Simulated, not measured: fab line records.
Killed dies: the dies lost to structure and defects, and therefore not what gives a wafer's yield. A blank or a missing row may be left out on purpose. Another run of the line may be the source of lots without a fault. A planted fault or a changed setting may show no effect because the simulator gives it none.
The tool behind it: which one? / flow gf180mcu / 13 lots, 39 wafers sampled, at 5 steps of a route of 602

== WHAT THE GAUGES SHOWED, per wafer ==
GF_CONTACT_THK_MEAS_03. Usual: CONTACT_CVD_02_THK typically reads 860 nm, with standard deviation 11.
lot=L108; measured=day 15 08:50; on=film metro-01; CONTACT_CVD_02_THK (nm)=854 853 858; flag=
lot=L110; measured=day 16 00:07; on=film metro-03; CONTACT_CVD_02_THK (nm)=850 858 868; flag=
lot=L111; measured=day 16 07:39; on=film metro-01; CONTACT_CVD_02_THK (nm)=848 861 858; flag=
lot=L112; measured=day 16 14:26; on=film metro-03; CONTACT_CVD_02_THK (nm)=846 857 857; flag=
lot=L114; measured=day 17 08:50; on=film metro-02; CONTACT_CVD_02_THK (nm)=845 843 834; flag=
lot=L115; measured=day 17 17:04; on=film metro-01; CONTACT_CVD_02_THK (nm)=865 871 870; flag=
lot=L116; measured=day 18 03:17; on=film metro-03; CONTACT_CVD_02_THK (nm)=856 874 867; flag=
lot=L117; measured=day 18 08:54; on=film metro-02; CONTACT_CVD_02_THK (nm)=849 849 849; flag=
lot=L119; measured=day 19 09:16; on=film metro-03; CONTACT_CVD_02_THK (nm)=858 852 855; flag=
lot=L124; measured=day 21 05:44; on=film metro-02; CONTACT_CVD_02_THK (nm)=868 855 890; flag=
lot=L127; measured=day 21 23:00; on=film metro-02; CONTACT_CVD_02_THK (nm)=861 863 883; flag=
lot=L129; measured=day 22 16:14; on=film metro-01; CONTACT_CVD_02_THK (nm)=855 863 863; flag=
lot=L131; measured=day 23 08:52; on=film metro-02; CONTACT_CVD_02_THK (nm)=859 866 885; flag=

GF_CONTACT_CD_MEAS_14 targets a cd of 220 nm. Usual: cd nm reads 220.0 nm (standard deviation 1.4).
lot=L108; measured=day 16 07:23; on=cd sem-01; cd nm (nm)=219.8 221.1 220.5; flag=
lot=L110; measured=day 16 21:31; on=cd sem-01; cd nm (nm)=219.0 219.3 220.1; flag=
lot=L111; measured=day 17 05:29; on=cd sem-01; cd nm (nm)=219.8 220.0 219.8; flag=
lot=L112; measured=day 17 13:43; on=cd sem-02; cd nm (nm)=220.6 220.9 220.3; flag=
lot=L114; measured=day 18 08:39; on=cd sem-01; cd nm (nm)=220.1 220.8 220.5; flag=
lot=L115; measured=day 18 16:44; on=cd sem-01; cd nm (nm)=220.9 219.9 221.8; flag=
lot=L116; measured=day 19 04:01; on=cd sem-02; cd nm (nm)=218.7 220.0 218.8; flag=
lot=L117; measured=day 19 08:21; on=cd sem-01; cd nm (nm)=218.3 219.0 218.1; flag=
lot=L119; measured=day 20 10:25; on=cd sem-01; cd nm (nm)=222.5 222.6 221.4; flag=
lot=L124; measured=day 22 05:27; on=cd sem-01; cd nm (nm)=217.8 218.2 218.5; flag=
lot=L127; measured=day 22 23:05; on=cd sem-01; cd nm (nm)=266.1 264.1 264.8; flag=OFF
lot=L129; measured=day 23 15:38; on=cd sem-02; cd nm (nm)=259.4 260.7 260.6; flag=OFF
lot=L131; measured=day 24 07:37; on=cd sem-01; cd nm (nm)=220.8 221.5 221.8; flag=

== TOOL THAT RAN EACH LOT (tool first, then ch and the chambers of the sampled wafers, then the start) ==
lot=L108; GF_SAB_ETCH_11=rie diel-03 ch 1,3, day 15 07:38; GF_SALICIDE_SPUTTER_03=pvd sputter-02, day 15 08:08; GF_CONTACT_EXPOSE_11=krf scanner-01 ch 0, day 15 20:11
lot=L110; GF_SAB_ETCH_11=rie diel-01 ch 1,2,3, day 15 23:02; GF_SALICIDE_SPUTTER_03=pvd sputter-02, day 15 23:24; GF_CONTACT_EXPOSE_11=krf scanner-02 ch 0, day 16 11:22
lot=L111; GF_SAB_ETCH_11=rie diel-02 ch 1,3, day 16 06:35; GF_SALICIDE_SPUTTER_03=pvd sputter-03, day 16 06:58; GF_CONTACT_EXPOSE_11=krf scanner-01 ch 0, day 16 18:16
lot=L112; GF_SAB_ETCH_11=rie diel-01 ch 1,3, day 16 13:23; GF_SALICIDE_SPUTTER_03=pvd sputter-04, day 16 13:45; GF_CONTACT_EXPOSE_11=krf scanner-01 ch 0, day 17 02:43
lot=L114; GF_SAB_ETCH_11=rie diel-01 ch 1,2,3, day 17 07:47; GF_SALICIDE_SPUTTER_03=pvd sputter-04, day 17 08:10; GF_CONTACT_EXPOSE_11=krf scanner-01 ch 0, day 17 20:45
lot=L115; GF_SAB_ETCH_11=rie diel-03 ch 0,1,2, day 17 15:55; GF_SALICIDE_SPUTTER_03=pvd sputter-04, day 17 16:17; GF_CONTACT_EXPOSE_11=krf scanner-01 ch 0, day 18 05:31
lot=L116; GF_SAB_ETCH_11=rie diel-01 ch 0,3, day 18 02:07; GF_SALICIDE_SPUTTER_03=pvd sputter-04, day 18 02:37; GF_CONTACT_EXPOSE_11=krf scanner-02 ch 0, day 18 15:55
lot=L117; GF_SAB_ETCH_11=rie diel-02 ch 1,2,3, day 18 07:50; GF_SALICIDE_SPUTTER_03=pvd sputter-04, day 18 08:13; GF_CONTACT_EXPOSE_11=krf scanner-02 ch 0, day 18 20:23
lot=L119; GF_SAB_ETCH_11=rie diel-03 ch 0,1,3, day 19 08:10; GF_SALICIDE_SPUTTER_03=pvd sputter-02, day 19 08:34; GF_CONTACT_EXPOSE_11=krf scanner-01 ch 0, day 19 21:46
lot=L124; GF_SAB_ETCH_11=rie diel-02 ch 0,3, day 21 04:37; GF_SALICIDE_SPUTTER_03=pvd sputter-02, day 21 05:01; GF_CONTACT_EXPOSE_11=krf scanner-02 ch 0, day 21 18:02
lot=L127; GF_SAB_ETCH_11=rie diel-03 ch 0,1,3, day 21 21:57; GF_SALICIDE_SPUTTER_03=pvd sputter-02, day 21 22:20; GF_CONTACT_EXPOSE_11=krf scanner-02 ch 0, day 22 11:30
lot=L129; GF_SAB_ETCH_11=rie diel-02 ch 1,2, day 22 15:11; GF_SALICIDE_SPUTTER_03=pvd sputter-04, day 22 15:33; GF_CONTACT_EXPOSE_11=krf scanner-02 ch 0, day 23 04:33
lot=L131; GF_SAB_ETCH_11=rie diel-02 ch 0,1,2, day 23 07:47; GF_SALICIDE_SPUTTER_03=pvd sputter-04, day 23 08:09; GF_CONTACT_EXPOSE_11=krf scanner-01 ch 0, day 23 20:33
- GF_SAB_ETCH_11: etches SiO2 in C4F8/O2/Ar, target depth 55 nm, time 8.5 s.
- GF_SALICIDE_SPUTTER_03: material TiN, target thk 20 nm, time 16.7 s.
- GF_CONTACT_EXPOSE_11: exposes mask Contact, target cd 220 nm.

== WHAT THE TOOLS THEMSELVES READ (means of the sampled wafers that have a number; where no wafer has one, the mark that the record gives instead) ==
GF_SAB_ETCH_11. Usual: bias w 1200 W, standard deviation 3.2; oes product au 0.999 a.u., standard deviation 0.0095.
lot=L108; tool=rie diel-03; bias w (W)=1197; oes product au (a.u.)=0.996; flag=
lot=L110; tool=rie diel-01; bias w (W)=1199; oes product au (a.u.)=1.002; flag=
lot=L111; tool=rie diel-02; bias w (W)=1198; oes product au (a.u.)=0.995; flag=
lot=L112; tool=rie diel-01; bias w (W)=1203; oes product au (a.u.)=0.995; flag=
lot=L114; tool=rie diel-01; bias w (W)=1201; oes product au (a.u.)=0.996; flag=
lot=L115; tool=rie diel-03; bias w (W)=1201; oes product au (a.u.)=0.999; flag=
lot=L116; tool=rie diel-01; bias w (W)=1203; oes product au (a.u.)=1.012; flag=
lot=L117; tool=rie diel-02; bias w (W)=1201; oes product au (a.u.)=1.003; flag=
lot=L119; tool=rie diel-03; bias w (W)=1201; oes product au (a.u.)=1.005; flag=
lot=L124; tool=rie diel-02; bias w (W)=1201; oes product au (a.u.)=0.993; flag=
lot=L127; tool=rie diel-03; bias w (W)=1200; oes product au (a.u.)=1.007; flag=
lot=L129; tool=rie diel-02; bias w (W)=1201; oes product au (a.u.)=0.995; flag=
lot=L131; tool=rie diel-02; bias w (W)=1198; oes product au (a.u.)=0.994; flag=

GF_SALICIDE_SPUTTER_03. Usual: throttle valve pct reads 29.2 % (standard deviation 1).
lot=L108; tool=pvd sputter-02; throttle valve pct (%)=29.9; flag=
lot=L110; tool=pvd sputter-02; throttle valve pct (%)=30.2; flag=
lot=L111; tool=pvd sputter-03; throttle valve pct (%)=28.2; flag=
lot=L112; tool=pvd sputter-04; throttle valve pct (%)=28.4; flag=
lot=L114; tool=pvd sputter-04; throttle valve pct (%)=28.4; flag=
lot=L115; tool=pvd sputter-04; throttle valve pct (%)=28.2; flag=
lot=L116; tool=pvd sputter-04; throttle valve pct (%)=28.4; flag=
lot=L117; tool=pvd sputter-04; throttle valve pct (%)=28.5; flag=
lot=L119; tool=pvd sputter-02; throttle valve pct (%)=30.0; flag=
lot=L124; tool=pvd sputter-02; throttle valve pct (%)=30.0; flag=
lot=L127; tool=pvd sputter-02; throttle valve pct (%)=29.6; flag=
lot=L129; tool=pvd sputter-04; throttle valve pct (%)=28.6; flag=
lot=L131; tool=pvd sputter-04; throttle valve pct (%)=28.6; flag=

GF_CONTACT_EXPOSE_11. Usual: exposure dose mJ cm2 reads 38.12 (standard deviation 0.037).
lot=L108; tool=krf scanner-01; exposure dose mJ cm2=38.14; flag=
lot=L110; tool=krf scanner-02; exposure dose mJ cm2=38.10; flag=
lot=L111; tool=krf scanner-01; exposure dose mJ cm2=38.16; flag=
lot=L112; tool=krf scanner-01; exposure dose mJ cm2=38.08; flag=
lot=L114; tool=krf scanner-01; exposure dose mJ cm2=38.11; flag=
lot=L115; tool=krf scanner-01; exposure dose mJ cm2=38.11; flag=
lot=L116; tool=krf scanner-02; exposure dose mJ cm2=38.19; flag=
lot=L117; tool=krf scanner-02; exposure dose mJ cm2=38.09; flag=
lot=L119; tool=krf scanner-01; exposure dose mJ cm2=38.11; flag=
lot=L124; tool=krf scanner-02; exposure dose mJ cm2=38.12; flag=
lot=L127; tool=krf scanner-02; exposure dose mJ cm2=51.15; flag=OFF
lot=L129; tool=krf scanner-02; exposure dose mJ cm2=48.90; flag=OFF
lot=L131; tool=krf scanner-01; exposure dose mJ cm2=38.12; flag=

== THE ANSWER, worked out from the rows above alone ==
Rule: take the mean of a lot's wafers that have a number; if it is more than 3 standard deviations from the usual mean, the lot is off. A lot without any number at a reading at which 4 lots or more have one is off too. All remaining lots with rows at the step are treated as sound. The gauges are gone through in route order, then the tools' own readings, and for those a lot's mean is taken as printed above. The first step at which some lot is off is used, and at that step the reading that is off furthest; a lot without a number counts as furthest.
Off at GF_CONTACT_CD_MEAS_14 (cd nm): L127, L129.
A tool fits if, at a process step before that reading, it ran every lot that is off, and no sound lot after the first of them. Not tried: the gauges at GF_CONTACT_CD_MEAS_14; whatever is off there is also off at GF_CONTACT_EXPOSE_11, on other tools, and gauge error can't account for it. One candidate fits, namely krf scanner-02 at GF_CONTACT_EXPOSE_11. A fault onset in the window from L124 (day 21 18:02, its last sound lot) to L127 (day 22 11:30, its first lot off) fits.
On the lots that are off, the tool's own readings at GF_CONTACT_EXPOSE_11 differ by more than 5 times the standard deviation of the sound lots' means, which bears it out; exposure dose mJ cm2 reads 50.02 there versus 38.12 on the sound lots.

== WHAT THE SIMULATOR PUT IN ==
Process parameters drifting: krf scanner-02 at GF_CONTACT_EXPOSE_11, beginning at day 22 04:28. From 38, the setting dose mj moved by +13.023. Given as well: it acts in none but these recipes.
Shown lots that were struck: L127, L129. Same finding as the rule above.
